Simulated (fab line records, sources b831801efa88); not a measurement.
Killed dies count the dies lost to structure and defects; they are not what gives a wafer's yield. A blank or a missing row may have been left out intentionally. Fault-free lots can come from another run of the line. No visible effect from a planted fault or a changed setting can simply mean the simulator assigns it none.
What tool caused it?    flow sky130    18 wafers from 6 lots sampled at 2 of the route's 708 steps

WHAT THE GAUGES SHOWED, per wafer
SKY_LDD_HVN_TW_MEAS_10.
lot   measured      on             LDD_HVN_TW
L945  day 22 04:43  film metro-03  1418 1428 1426
L947  day 22 20:14  film metro-04  1411 1403 1409
L951  day 24 22:08  film metro-04  1416 1411 1411
L955  day 25 19:46  film metro-02  1433 1436 1441
L960  day 27 07:52  film metro-03  1419 1421 1427
L962  day 28 12:27  film metro-04  1407 1407 1413

EACH LOT AND THE TOOL THAT RAN IT (in order: tool; ch and the chambers of the sampled wafers; start)
lot   SKY_VT_ADJUST_HVTP_IMPLANT_09
L945  implanter-04 ch 0, day 7 02:12
L947  implanter-03 ch 0, day 7 11:37
L951  implanter-01 ch 0, day 9 05:05
L955  implanter-03 ch 0, day 9 18:24
L960  implanter-04 ch 0, day 11 02:20
L962  implanter-04 ch 0, day 11 15:17
- SKY_VT_ADJUST_HVTP_IMPLANT_09

THE ANSWER, worked out from the rows above alone
Rule: the usual values come from the lots themselves. The widest of any qualifying gaps counts: lots, ordered by their means at a reading, are off when they make up no more than a third of the lots, leave a main group of 4 or more, and stand apart from it by 3 or more times the standard deviation of that group's means. A main group is skipped when, at the precision printed for the reading in the tables above, its means are all equal. A lot without any number at a reading at which 4 lots or more have one is off too. All remaining lots with rows at the step are treated as sound.
No lot is off at any reading shown: from this, nothing can be told.

WHAT THE SIMULATOR HAD INSERTED
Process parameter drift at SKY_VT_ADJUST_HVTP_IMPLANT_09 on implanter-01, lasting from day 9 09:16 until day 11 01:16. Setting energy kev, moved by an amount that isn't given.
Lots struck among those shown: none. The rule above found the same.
